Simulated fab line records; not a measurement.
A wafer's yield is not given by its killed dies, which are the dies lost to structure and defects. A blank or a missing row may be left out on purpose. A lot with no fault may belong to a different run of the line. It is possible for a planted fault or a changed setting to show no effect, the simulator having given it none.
Which tool was responsible? + flow gf180mcu + 39 wafers from 13 lots sampled at 6 of the route's 602 steps

## WHAT THE GAUGES SHOWED, per wafer
GF_HV_LDD_TW_MEAS_11.
| lot  | measured     | on            | HV_LDD_TW      |
|------|--------------|---------------|----------------|
| L533 | day 10 05:57 | film-metro-04 | 2406 2403 2410 |
| L535 | day 10 13:10 | film-metro-04 | 2401 2394 2397 |
| L536 | day 11 04:33 | film-metro-02 | 2381 2370 2364 |
| L537 | day 11 14:10 | film-metro-04 | 2391 2393 2397 |
| L538 | day 11 20:08 | film-metro-01 | 1207 1220 1218 |
| L540 | day 12 05:08 | film-metro-02 | 1229 1248 1236 |
| L539 | day 12 06:28 | film-metro-02 | 2370 2371 2377 |
| L545 | day 13 15:25 | film-metro-04 | 2392 2398 2384 |
| L547 | day 14 04:46 | film-metro-01 | 2425 2417 2433 |
| L548 | day 14 17:09 | film-metro-02 | 2371 2369 2363 |
| L550 | day 15 08:22 | film-metro-04 | 2389 2395 2397 |
| L551 | day 15 11:28 | film-metro-01 | 2431 2446 2427 |
| L553 | day 16 04:18 | film-metro-02 | 2377 2387 2367 |

GF_HV_LDD_RS_MEAS_53: a four-point-probe measurement.
| lot  | measured     | on            | HV_LDD_RS (ohm/sq) |
|------|--------------|---------------|--------------------|
| L533 | day 12 14:44 | film-metro-02 | 419.2 419.0 417.9  |
| L535 | day 12 22:15 | film-metro-01 | 418.1 419.4 417.4  |
| L536 | day 13 16:29 | film-metro-02 | 419.1 419.4 419.9  |
| L537 | day 14 03:38 | film-metro-01 | 417.1 416.8 417.5  |
| L538 | day 14 09:32 | film-metro-02 | 765.5 763.7 764.9  |
| L540 | day 14 18:32 | film-metro-02 | 753.3 749.7 752.0  |
| L539 | day 14 21:25 | film-metro-04 | 418.5 419.0 418.6  |
| L545 | day 16 09:48 | film-metro-04 | 417.8 418.9 418.7  |
| L547 | day 16 23:19 | film-metro-04 | 417.4 418.7 418.2  |
| L548 | day 17 12:02 | film-metro-04 | 417.1 416.7 417.2  |
| L550 | day 18 07:37 | film-metro-01 | 417.4 417.3 417.6  |
| L551 | day 18 08:58 | film-metro-04 | 419.0 417.8 418.3  |
| L553 | day 19 06:44 | film-metro-02 | 418.8 418.9 418.8  |

GF_PSD_CD_MEAS_07 targets a cd of 400 nm.
| lot  | measured     | on        | cd-nm (nm)        |
|------|--------------|-----------|-------------------|
| L533 | day 14 10:27 | cd-sem-01 | 405.3 404.1 401.2 |
| L535 | day 14 19:19 | cd-sem-01 | 401.3 399.7 402.7 |
| L536 | day 15 12:36 | cd-sem-01 | 404.1 402.5 400.9 |
| L537 | day 16 01:03 | cd-sem-02 | 398.2 397.2 397.7 |
| L538 | day 16 08:00 | cd-sem-02 | 401.5 400.3 400.8 |
| L540 | day 16 16:57 | cd-sem-02 | 402.8 401.8 403.6 |
| L539 | day 16 21:14 | cd-sem-01 | 402.1 401.3 401.5 |
| L545 | day 18 12:07 | cd-sem-02 | 399.6 402.0 400.8 |
| L547 | day 19 01:25 | cd-sem-02 | 399.2 399.2 399.9 |
| L548 | day 19 15:24 | cd-sem-01 | 394.4 396.8 396.5 |
| L550 | day 20 09:56 | cd-sem-01 | 402.4 403.9 403.0 |
| L551 | day 20 13:53 | cd-sem-02 | 402.2 401.4 402.2 |
| L553 | day 21 09:20 | cd-sem-01 | 401.3 404.4 402.6 |

GF_M2_THK_MEAS_06: measures by xrf.
| lot  | measured     | on            | M2_ALCU_THK (nm) |
|------|--------------|---------------|------------------|
| L533 | day 18 12:32 | film-metro-03 | 469 466 464      |
| L535 | day 18 19:45 | film-metro-02 | 454 452 450      |
| L536 | day 19 17:02 | film-metro-02 | 455 459 454      |
| L537 | day 20 06:06 | film-metro-02 | 459 457 458      |
| L538 | day 20 14:34 | film-metro-04 | 455 457 458      |
| L540 | day 20 21:55 | film-metro-03 | 454 455 457      |
| L539 | day 21 03:27 | film-metro-02 | 458 456 457      |
| L545 | day 22 19:28 | film-metro-04 | 445 451 452      |
| L547 | day 23 07:34 | film-metro-03 | 445 451 451      |
| L548 | day 23 20:27 | film-metro-03 | 454 456 456      |
| L550 | day 24 14:07 | film-metro-02 | 455 446 451      |
| L551 | day 24 17:59 | film-metro-02 | 455 449 447      |
| L553 | day 25 10:11 | film-metro-02 | 445 441 444      |

## WHAT TOOL EACH LOT RAN ON (gives the tool, then ch and the chambers of the sampled wafers, and finally the start)
| lot  | GF_HV_LDD_IMPLANT_09            | GF_CONTACT_SPUTTER_22        |
|------|---------------------------------|------------------------------|
| L533 | implanter-02 ch 0, day 10 05:42 | pvd-sputter-01, day 16 09:25 |
| L535 | implanter-01 ch 0, day 10 12:57 | pvd-sputter-04, day 16 17:50 |
| L536 | implanter-01 ch 0, day 11 04:18 | pvd-sputter-03, day 17 12:55 |
| L537 | implanter-01 ch 0, day 11 13:56 | pvd-sputter-01, day 18 00:56 |
| L538 | implanter-01 ch 0, day 11 19:53 | pvd-sputter-04, day 18 10:14 |
| L540 | implanter-01 ch 0, day 12 04:53 | pvd-sputter-01, day 18 16:43 |
| L539 | implanter-02 ch 0, day 12 06:14 | pvd-sputter-01, day 18 22:30 |
| L545 | implanter-04 ch 0, day 13 15:12 | pvd-sputter-03, day 20 16:13 |
| L547 | implanter-04 ch 0, day 14 04:32 | pvd-sputter-04, day 21 05:04 |
| L548 | implanter-01 ch 0, day 14 16:54 | pvd-sputter-01, day 21 17:46 |
| L550 | implanter-01 ch 0, day 15 08:09 | pvd-sputter-01, day 22 11:38 |
| L551 | implanter-02 ch 0, day 15 11:15 | pvd-sputter-03, day 22 16:31 |
| L553 | implanter-04 ch 0, day 16 04:03 | pvd-sputter-03, day 23 11:16 |
- GF_HV_LDD_IMPLANT_09
- GF_CONTACT_SPUTTER_22: material Ti, target thk 15 nm, time 80.02 s.

## AS READ BY THE TOOLS THEMSELVES (means over the sampled wafers that have a number; for cases with no such wafer, the mark the record gives instead)
GF_HV_LDD_IMPLANT_09.
| lot  | tool         | dose-ions-cm2 | faraday-current-uA |
|------|--------------|---------------|--------------------|
| L533 | implanter-02 | 9.9937e+13    | 555                |
| L535 | implanter-01 | 1.0005e+14    | 571                |
| L536 | implanter-01 | 1.0007e+14    | 566                |
| L537 | implanter-01 | 9.9973e+13    | 561                |
| L538 | implanter-01 | 9.8700e+12    | 55                 |
| L540 | implanter-01 | 9.9967e+12    | 57                 |
| L539 | implanter-02 | 1.0016e+14    | 562                |
| L545 | implanter-04 | 1.0010e+14    | 568                |
| L547 | implanter-04 | 1.0001e+14    | 567                |
| L548 | implanter-01 | 1.0008e+14    | 568                |
| L550 | implanter-01 | 1.0010e+14    | 569                |
| L551 | implanter-02 | 9.9897e+13    | 567                |
| L553 | implanter-04 | 1.0010e+14    | 561                |

GF_CONTACT_SPUTTER_22.
| lot  | tool           | throttle-valve-pct (%) |
|------|----------------|------------------------|
| L533 | pvd-sputter-01 | 29.9                   |
| L535 | pvd-sputter-04 | 30.2                   |
| L536 | pvd-sputter-03 | 29.6                   |
| L537 | pvd-sputter-01 | 29.7                   |
| L538 | pvd-sputter-04 | 30.5                   |
| L540 | pvd-sputter-01 | 29.8                   |
| L539 | pvd-sputter-01 | 29.9                   |
| L545 | pvd-sputter-03 | 30.5                   |
| L547 | pvd-sputter-04 | 31.2                   |
| L548 | pvd-sputter-01 | 30.5                   |
| L550 | pvd-sputter-01 | 29.9                   |
| L551 | pvd-sputter-03 | 30.0                   |
| L553 | pvd-sputter-03 | 29.6                   |

## THE ANSWER, worked out from the rows above alone
Rule: usual is defined by the lots themselves. Put in order of their means at a reading, lots are off if they are a third of the lots or fewer, leave a main group of 4 or more, and stand apart from it by a gap of 3 or more times the standard deviation of the main group's means; of several such gaps the widest counts. Not used: any main group whose means are identical at the precision the tables above print for the reading. Also off: a lot with no number at a reading for which 4 or more lots have one. The other lots that the step has rows for count as sound. The gauges are gone through in route order, then the tools' own readings, and for those a lot's mean is taken as printed above. At the first step where some lot is off, the reading lying furthest off is the one used; lots without a number count as furthest.
Off: at GF_HV_LDD_TW_MEAS_11 (HV_LDD_TW), L538, L540. For the main group the mean is 2394 and the standard deviation 21.
A tool fits if, at a process step before that reading, it ran every lot that is off, and no sound lot after the first of them. Not tried: the gauges at GF_HV_LDD_TW_MEAS_11; whatever is off there is also off at GF_HV_LDD_IMPLANT_09, on other tools, and gauge error can't account for it. None of those tried fits.

## WHAT HAD BEEN PUT IN BY THE SIMULATOR
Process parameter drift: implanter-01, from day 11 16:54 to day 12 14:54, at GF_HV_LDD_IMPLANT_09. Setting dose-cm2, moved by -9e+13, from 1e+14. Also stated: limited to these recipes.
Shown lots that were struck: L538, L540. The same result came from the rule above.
